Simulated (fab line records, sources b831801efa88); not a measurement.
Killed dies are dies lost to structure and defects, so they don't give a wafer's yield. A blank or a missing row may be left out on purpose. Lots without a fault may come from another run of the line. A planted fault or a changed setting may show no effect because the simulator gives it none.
A struck lot beside a sound one | flow sky130 | 18 steps out of a route of 708
Sound: wafers L196.1, L196.3, L196.6. Struck: wafers L214.4, L214.5. (L214.6 of the same lot was not struck and is left out.) The cause comes at the end.
At each step with rows: each side's tool, then ch and its chambers, then its first start. Under that, the readings that differ: sound wafers | struck wafers | difference of the means | sigmas: that difference in standard deviations of wafers without a fault.
alike: readings whose means differ by less than 2 such deviations, and words and numbers that are the same on both sides. not compared: withheld readings, readings that some wafer has no value for, bounds like >300 that may hide the same value, and numbers for which the record gives no deviation and whose values overlap.
The two part at a step that has a row with sigmas, a row that says differs or no value, or rows on one side only. Numbers that don't overlap but have no deviation are shown without sigmas and don't part them. A reading that every wafer of one side lacks parts them only if that side has two wafers or more.

first, 6 steps without rows for these wafers: SKY_LDD_N_IMPLANT_10; SKY_LDD_N_IMPLANT_11; SKY_LDD_N_IMPLANT_12; SKY_LDD_N_IMPLANT_13; SKY_LDD_N_IMPLANT_14; SKY_LDD_N_IMPLANT_15.
SKY_LDD_N_STRIP_16: strips in O2/N2.
  sound on plasma_asher-02 ch 0,1, day 18 01:17; struck on plasma_asher-02 ch 1, day 24 21:28
  alike: drypump_motor_current_A, oes_product_au, strip_time_to_endpoint_s
  not compared: rf_hours_counter_h
SKY_LDD_N_TW_MEAS_17:
  sound on film_metro-01, day 18 01:23; struck on film_metro-02, day 24 21:34
  alike: LDD_N_TW
then, 4 steps without rows for these wafers: SKY_LDD_P_DEHYDRATE_00 (time 60 s); SKY_LDD_P_HMDS_01 (prime time 60 s); SKY_LDD_P_COAT_02 (resist thk 1140 nm); SKY_LDD_P_SOFTBAKE_03 (time 60 s).
SKY_LDD_P_EXPOSE_04: exposes mask PSDM, target cd 380 nm.
  sound on iline_stepper-02 ch 0, day 18 15:57; struck on iline_stepper-02 ch 0, day 25 11:48
  alike: mask
then, 1 step without rows for these wafers: SKY_LDD_P_PEB_05.
SKY_LDD_P_DEVELOP_06: develop time 60 s.
  sound on litho_track-02 ch 0, day 19 06:55; struck on litho_track-04 ch 0, day 26 01:52
  reading                | sound             | struck      | difference | sigmas
  model.LDD_P.cd_nm (nm) | 378.4 379.3 379.2 | 366.2 366.1 | -12.8      |
SKY_LDD_P_CD_MEAS_07: target cd 380 nm.
  sound on cd_sem-01, day 19 07:04; struck on cd_sem-01, day 26 02:00
  reading    | sound             | struck      | difference | sigmas
  cd_nm (nm) | 378.3 379.4 379.4 | 366.2 365.8 | -13.0      | -7
SKY_LDD_P_OVL_MEAS_08:
  sound on overlay-01, day 19 07:11; struck on overlay-02, day 26 02:05
  alike: LDD_P_OVL
-- the record jumps here: 24 days lie between the struck wafers' starts before and after (it left off in module LDD_P and takes up again in module PAD_OPEN, whose first step shown is number 708 of the route) --
SKY_PAD_OPEN_PROBE_99:
  sound on prober-02, day 45 21:45; struck on prober-02, day 50 08:17
  alike: killed_at_M0_to_M3, killed_at_M4_up, killed_at_contacts, killed_at_front_end, killed_at_other, killed_dies, killed_open, killed_short

WHERE THEY PART
Only at SKY_LDD_P_CD_MEAS_07, within this record. Later steps at which nothing parts them and some readings are alike: SKY_LDD_P_OVL_MEAS_08, SKY_PAD_OPEN_PROBE_99.

WHY: what the simulator had put in
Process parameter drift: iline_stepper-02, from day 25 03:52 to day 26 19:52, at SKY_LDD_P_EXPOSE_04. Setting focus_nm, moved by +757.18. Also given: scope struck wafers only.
